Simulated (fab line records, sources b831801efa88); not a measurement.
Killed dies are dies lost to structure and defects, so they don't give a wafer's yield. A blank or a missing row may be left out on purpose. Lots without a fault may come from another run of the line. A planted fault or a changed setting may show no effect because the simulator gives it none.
Which tool did it? | flow gf180mcu | 13 lots, 39 wafers sampled, at 6 steps of a route of 602

WHAT THE GAUGES READ, wafer by wafer
GF_STI_THK_MEAS_04.
lot  | measured    | on            | STI_CVD_03_THK (nm)
L458 | day 1 13:37 | film_metro-02 | 210.6 212.1 210.9
L459 | day 1 18:34 | film_metro-04 | 203.4 203.2 205.3
L460 | day 2 01:25 | film_metro-04 | 205.8 206.3 204.8
L461 | day 2 05:34 | film_metro-04 | 206.8 205.0 205.8
L463 | day 2 14:37 | film_metro-02 | 204.5 203.9 205.0
L464 | day 2 20:34 | film_metro-04 | 209.2 210.2 208.3
L465 | day 3 01:10 | film_metro-04 | 207.9 207.1 206.4
L468 | day 3 15:44 | film_metro-04 | 210.4 210.4 209.6
L471 | day 4 06:35 | film_metro-04 | 206.0 207.4 205.9
L475 | day 5 03:21 | film_metro-04 | 207.3 209.5 206.7
L478 | day 5 19:18 | film_metro-03 | 209.5 211.4 208.7
L479 | day 5 22:34 | film_metro-04 | 208.0 208.6 208.5
L481 | day 6 08:34 | film_metro-02 | 210.5 210.6 210.8

GF_STI_THK_MEAS_24.
lot  | measured    | on            | STI_CVD_23_THK (nm)
L458 | day 2 03:37 | film_metro-02 | 644 647 664
L459 | day 2 09:05 | film_metro-02 | 644 638 648
L460 | day 2 15:26 | film_metro-02 | 644 649 642
L461 | day 2 20:11 | film_metro-03 | 642 631 644
L463 | day 3 05:20 | film_metro-02 | 651 649 655
L464 | day 3 11:35 | film_metro-02 | 658 640 642
L465 | day 3 16:31 | film_metro-04 | 648 655 659
L468 | day 4 06:56 | film_metro-03 | 653 646 643
L471 | day 4 21:51 | film_metro-02 | 655 658 648
L475 | day 5 19:06 | film_metro-02 | 650 643 653
L478 | day 6 12:20 | film_metro-02 | 649 639 639
L479 | day 6 15:54 | film_metro-04 | 650 646 643
L481 | day 7 02:01 | film_metro-02 | 648 646 655

GF_HV_LDD_TW_MEAS_11.
lot  | measured     | on            | HV_LDD_TW
L458 | day 10 01:32 | film_metro-02 | 2410 2395 2399
L459 | day 10 07:01 | film_metro-01 | 2394 2399 2402
L460 | day 10 17:55 | film_metro-01 | 2392 2389 2380
L461 | day 10 21:55 | film_metro-01 | 2395 2388 2388
L463 | day 11 16:43 | film_metro-03 | 2412 2411 2418
L464 | day 11 22:31 | film_metro-01 | 2285 2265 2263
L465 | day 12 09:11 | film_metro-03 | 2290 2298 2277
L468 | day 13 06:55 | film_metro-01 | 2376 2383 2382
L471 | day 14 01:10 | film_metro-03 | 2413 2425 2427
L475 | day 15 06:16 | film_metro-02 | 2402 2413 2423
L478 | day 16 06:06 | film_metro-02 | 2410 2416 2417
L479 | day 16 11:50 | film_metro-02 | 2411 2410 2431
L481 | day 17 01:13 | film_metro-02 | 2402 2391 2403

GF_HV_LDD_RS_MEAS_53: measures by four-point-probe.
lot  | measured     | on            | HV_LDD_RS (ohm/sq)
L458 | day 12 09:41 | film_metro-02 | 418.7 418.4 417.9
L459 | day 12 16:05 | film_metro-01 | 417.4 417.9 417.8
L460 | day 13 03:25 | film_metro-02 | 417.9 417.1 418.0
L461 | day 13 09:22 | film_metro-01 | 418.3 417.7 418.3
L463 | day 14 05:13 | film_metro-01 | 418.7 419.4 417.7
L464 | day 14 11:57 | film_metro-02 | 453.8 454.8 453.6
L465 | day 15 00:04 | film_metro-01 | 454.4 455.1 453.7
L468 | day 15 23:50 | film_metro-01 | 418.9 419.0 418.4
L471 | day 16 19:41 | film_metro-03 | 416.4 416.9 415.9
L475 | day 18 03:16 | film_metro-03 | 416.6 415.3 416.4
L478 | day 19 05:12 | film_metro-03 | 416.9 417.0 416.8
L479 | day 19 11:31 | film_metro-02 | 417.7 417.3 418.3
L481 | day 20 02:53 | film_metro-02 | 418.1 417.6 417.0

GF_PSD_RS_MEAS_15: measures by four-point-probe.
lot  | measured     | on            | PSD_RS (ohm/sq)
L458 | day 14 06:48 | film_metro-01 | 108.6 108.6 108.3
L459 | day 14 13:08 | film_metro-01 | 108.3 108.5 108.3
L460 | day 15 00:05 | film_metro-04 | 108.5 108.6 108.5
L461 | day 15 08:42 | film_metro-04 | 107.9 108.3 108.4
L463 | day 16 05:01 | film_metro-01 | 108.9 108.8 108.9
L464 | day 16 10:23 | film_metro-04 | 108.3 108.4 107.9
L465 | day 17 01:44 | film_metro-04 | 108.5 108.3 108.6
L468 | day 18 01:16 | film_metro-03 | 108.6 108.3 108.5
L471 | day 18 22:36 | film_metro-04 | 108.3 108.4 108.5
L475 | day 20 08:47 | film_metro-03 | 108.6 108.5 108.5
L478 | day 21 09:38 | film_metro-03 | 109.0 109.1 109.1
L479 | day 21 15:10 | film_metro-03 | 108.9 109.0 108.7
L481 | day 22 07:13 | film_metro-04 | 108.3 108.4 108.3

WHICH TOOL RAN EACH LOT (tool, then ch and the chambers of the sampled wafers, then the start)
lot  | GF_HV_LDD_IMPLANT_09
L458 | implanter-04 ch 0, day 10 01:19
L459 | implanter-04 ch 0, day 10 06:46
L460 | implanter-02 ch 0, day 10 17:41
L461 | implanter-01 ch 0, day 10 21:41
L463 | implanter-01 ch 0, day 11 16:29
L464 | implanter-01 ch 0, day 11 22:17
L465 | implanter-01 ch 0, day 12 08:57
L468 | implanter-02 ch 0, day 13 06:40
L471 | implanter-04 ch 0, day 14 00:57
L475 | implanter-04 ch 0, day 15 06:02
L478 | implanter-02 ch 0, day 16 05:50
L479 | implanter-04 ch 0, day 16 11:34
L481 | implanter-04 ch 0, day 17 00:58
- GF_HV_LDD_IMPLANT_09

WHAT THE TOOLS THEMSELVES READ (means of the sampled wafers that have a number; where no wafer has one, the mark that the record gives instead)
GF_HV_LDD_IMPLANT_09.
lot  | tool         | beam_on_s (s)
L458 | implanter-04 | 10.11
L459 | implanter-04 | 9.90
L460 | implanter-02 | 10.25
L461 | implanter-01 | 10.13
L463 | implanter-01 | 9.86
L464 | implanter-01 | 9.91
L465 | implanter-01 | 9.83
L468 | implanter-02 | 9.86
L471 | implanter-04 | 10.06
L475 | implanter-04 | 10.25
L478 | implanter-02 | 9.89
L479 | implanter-04 | 9.97
L481 | implanter-04 | 9.81

THE ANSWER, worked out from the rows above alone
Rule: what is usual is taken from the lots themselves. Put in order of their means at a reading, lots are off if they are a third of the lots or fewer, leave a main group of 4 or more, and stand apart from it by a gap of 3 or more times the standard deviation of the main group's means; of several such gaps the widest counts. A main group whose means are all the same, to the digits that the tables above print for the reading, isn't used. A lot without any number at a reading at which 4 lots or more have one is off too. The other lots that the step has rows for count as sound. The gauges are gone through in route order, then the tools' own readings, and for those a lot's mean is taken as printed above. The first step at which some lot is off is used, and at that step the reading that is off furthest; a lot without a number counts as furthest.
Off: L464, L465, at GF_HV_LDD_TW_MEAS_11 (HV_LDD_TW). The main group: mean 2403, standard deviation 13.
A tool fits if, at a process step before that reading, it ran every lot that is off, and no sound lot after the first of them. The gauges at GF_HV_LDD_TW_MEAS_11 are tried like those tools. One fits: implanter-01 at GF_HV_LDD_IMPLANT_09. Its last sound lot is L463 (day 11 16:29), its first lot that is off L464 (day 11 22:17): a fault that began between those two fits.

WHAT THE SIMULATOR HAD PUT IN
Process parameter drift: implanter-01, from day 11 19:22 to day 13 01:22, at GF_HV_LDD_IMPLANT_09. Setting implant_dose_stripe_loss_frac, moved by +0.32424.
Lots struck among those shown: L464, L465. The rule above found the same.
